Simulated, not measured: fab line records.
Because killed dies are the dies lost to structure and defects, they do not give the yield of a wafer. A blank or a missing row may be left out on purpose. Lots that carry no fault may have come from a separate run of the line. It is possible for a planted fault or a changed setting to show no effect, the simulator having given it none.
2 desks, one fault    flow gf180mcu    only its own numbers are on each desk; what lay behind them is given at the end

## THE METROLOGY DESK
Lot by lot, what the gauges showed, no matter which tool ran the lot: averages of those sampled wafers that carry a number. Marked OUT: a lot whose mean sits more than 4 standard deviations from the usual mean, which makes it out of limits; the brackets give that distance.
Columns: A = LVPWELL_RS at GF_VT_IMPLANT_RS_MEAS_48, usual 1197 ohm/sq; B = cd-nm at GF_HV_LDD_CD_MEAS_07, usual 399.6 nm; C = PSD_TW at GF_PSD_TW_MEAS_11, usual 3168
lot   first seen here  A               B      C
L885  day 7 14:45      1197            401.2  3181
L886  day 8 03:14      1192            399.3  3155
L887  day 8 06:11      1201            400.1  3144
L889  day 8 22:23      1149 (-13) OUT  394.6  3148
L890  day 9 02:38      1145 (-14) OUT  402.1  3146
L891  day 9 14:35      1195            400.6  3164
L893  day 10 13:32     1194            396.9  3172
L895  day 10 19:59     1199            399.1  3181
L900  day 12 06:57     1198            396.5  3132
L901  day 12 11:14     1204            400.6  3185
L902  day 12 12:55     1197            396.2  3178
L903  day 12 21:41     1191            403.6  3187
L904  day 13 06:25     1198            401.9  3193
L907  day 13 22:58     1194            400.7  3140
This desk's result: L889, L890 out of limits, first on L889 (LVPWELL_RS at GF_VT_IMPLANT_RS_MEAS_48), day 8 22:23. Within limits: L885, L886, L887, L891, L893, L895, L900, L901, L902, L903, L904, L907.

## FOR THE TOOL OWNER'S DESK: implanter-04
For each lot that ran on this tool, the mean over its sampled wafers that have a number, from the tool's own readings at GF_LVPWELL_IMPLANT_09. Marked OUT: a lot whose mean sits more than 4 standard deviations from the usual mean, which makes it out of limits; the brackets give that distance.
Columns: A = beam-on-s at GF_LVPWELL_IMPLANT_09, usual 9.98 s; B = dose-ions-cm2 at GF_LVPWELL_IMPLANT_09, usual 5.001e+12; C = faraday-current-uA at GF_LVPWELL_IMPLANT_09, usual 28.2
lot   first seen here  A      B                            C
L886  day 4 11:11      10.01  4.999e+12                    28.1
L887  day 4 12:31      9.92   4.999e+12                    28.5
L889  day 5 00:59      9.95   6.270e+12 (+99 or more) OUT  35.5 (+14) OUT
L890  day 5 05:02      9.99   6.266e+12 (+99 or more) OUT  35.4 (+14) OUT
Finding of this desk: L889, L890 out of limits; the first was L889 at day 5 00:59, on dose-ions-cm2 at GF_LVPWELL_IMPLANT_09. Within limits: L886, L887.

## BROUGHT TOGETHER
The tool owner's desk had the chance to raise an alarm at day 5 00:59 on L889, L890.
At day 8 22:23 the metrology desk could have sounded an alarm, on L889, L890.
All the named lots went through GF_LVPWELL_IMPLANT_09 on implanter-04.

## WHAT THE SIMULATOR HAD PUT IN
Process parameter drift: implanter-04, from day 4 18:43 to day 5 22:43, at GF_LVPWELL_IMPLANT_09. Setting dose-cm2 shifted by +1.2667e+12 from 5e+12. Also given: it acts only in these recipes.
Struck lots among those shown: L889, L890.
Hours from the fault's start to each desk's first reading out of limits: the tool owner's desk, 6; the metrology desk, 100.
